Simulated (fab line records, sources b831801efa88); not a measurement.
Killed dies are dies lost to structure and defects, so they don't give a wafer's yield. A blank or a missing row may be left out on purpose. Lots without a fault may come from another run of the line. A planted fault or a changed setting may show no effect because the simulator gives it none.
Tool commonality check | flow gf180mcu | 14 lots, 42 wafers sampled

WHY IT WAS OPENED
At GF_STI_THK_MEAS_04 the reading STI_CVD_03_THK is flagged on 2 of 14 lots. Wafers without a fault read 206.9 nm, standard deviation 2.3.
Rule: a lot is flagged when every wafer of it that has a number lies more than 4 standard deviations from that mean, or none has a number. The other lots count as sound.

lot  | measured    | on            | STI_CVD_03_THK (nm), wafer by wafer | flag
L120 | day 1 19:02 | film_metro-01 | 210.5 212.0 210.8                   |
L121 | day 1 23:34 | film_metro-04 | 211.1 209.1 210.2                   |
L122 | day 2 04:35 | film_metro-03 | 208.8 209.6 207.3                   |
L123 | day 2 09:35 | film_metro-01 | 201.8 201.8 201.5                   |
L124 | day 2 16:40 | film_metro-01 | 207.4 208.5 208.5                   |
L127 | day 3 06:34 | film_metro-03 | 205.7 208.2 205.4                   |
L128 | day 3 12:04 | film_metro-03 | 205.5 205.5 207.0                   |
L129 | day 3 15:34 | film_metro-04 | 207.6 206.4 206.5                   |
L130 | day 3 20:34 | film_metro-01 | 208.4 205.6 208.1                   |
L131 | day 4 01:35 | film_metro-03 | 206.1 207.2 207.9                   |
L135 | day 4 21:34 | film_metro-04 | 203.9 205.6 204.4                   |
L138 | day 5 12:44 | film_metro-01 | 146.9 147.5 147.7                   | FLAGGED
L139 | day 5 17:34 | film_metro-04 | 147.1 148.1 149.0                   | FLAGGED
L140 | day 6 00:28 | film_metro-01 | 204.4 206.5 207.9                   |
The numbers of the flagged lots are 147.7 nm on average: -59.2 nm against the usual, or -26 standard deviations.

WHICH TOOL RAN EACH LOT
The record holds 1 process step before the reading, out of a route of 602 steps. In each cell: the tool, then ch and the chambers that the sampled wafers went through, then the start.
lot  | flag    | GF_STI_CVD_03
L120 |         | lpcvd-02 ch 0, day 1 17:04
L121 |         | lpcvd-02 ch 0, day 1 21:34
L122 |         | lpcvd-02 ch 1, day 2 02:34
L123 |         | lpcvd-01 ch 0, day 2 07:34
L124 |         | lpcvd-02 ch 0, day 2 14:40
L127 |         | lpcvd-01 ch 1, day 3 03:34
L128 |         | lpcvd-01 ch 0, day 3 10:05
L129 |         | lpcvd-02 ch 0, day 3 13:34
L130 |         | lpcvd-01 ch 0, day 3 18:34
L131 |         | lpcvd-01 ch 0, day 3 23:34
L135 |         | lpcvd-02 ch 0, day 4 19:34
L138 | FLAGGED | lpcvd-02 ch 1, day 5 10:44
L139 | FLAGGED | lpcvd-02 ch 1, day 5 15:34
L140 |         | lpcvd-01 ch 1, day 5 21:27
What these steps do:
- GF_STI_CVD_03: deposits Si3N4 from DCS/NH3, target thk 207.16 nm, time 3551 s.
- GF_STI_THK_MEAS_04

FLAGGED OVER TOTAL, TOOL BY TOOL (the gauges that took the reading come last)
step               | tool          | lots run | flagged | share of the flagged lots | sound lots run after its first flagged lot
GF_STI_CVD_03      | lpcvd-01      | 6        | 0       | none                      | -
GF_STI_CVD_03      | lpcvd-02      | 8        | 2       | all                       | 0
GF_STI_THK_MEAS_04 | film_metro-01 | 6        | 1       | some                      | 1 (L140)
GF_STI_THK_MEAS_04 | film_metro-03 | 4        | 0       | none                      | -
GF_STI_THK_MEAS_04 | film_metro-04 | 4        | 1       | some                      | 0

WHAT THE TABLE ALLOWS
1 row of the table ran every flagged lot: lpcvd-02 at GF_STI_CVD_03.
- lpcvd-02 at GF_STI_CVD_03: 2 of its 8 lots flagged. Its last sound lot is L135 (day 4 19:34), its first flagged lot L138 (day 5 10:44): a fault that began between those two fits. Its own readings lie more than 4 standard deviations out on every wafer of the flagged lots: spike_tc_bottom_C, spike_tc_centre_C, spike_tc_lower_C, spike_tc_top_C, spike_tc_upper_C, susceptor_temp_C.
One tool is left: lpcvd-02 at GF_STI_CVD_03.

WHAT THE SIMULATOR HAD PUT IN
Process parameter drift: lpcvd-02, from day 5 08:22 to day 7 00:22, at GF_STI_CVD_03. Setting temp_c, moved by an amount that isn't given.
Lots struck among those shown: L138, L139. The rule above found the same.
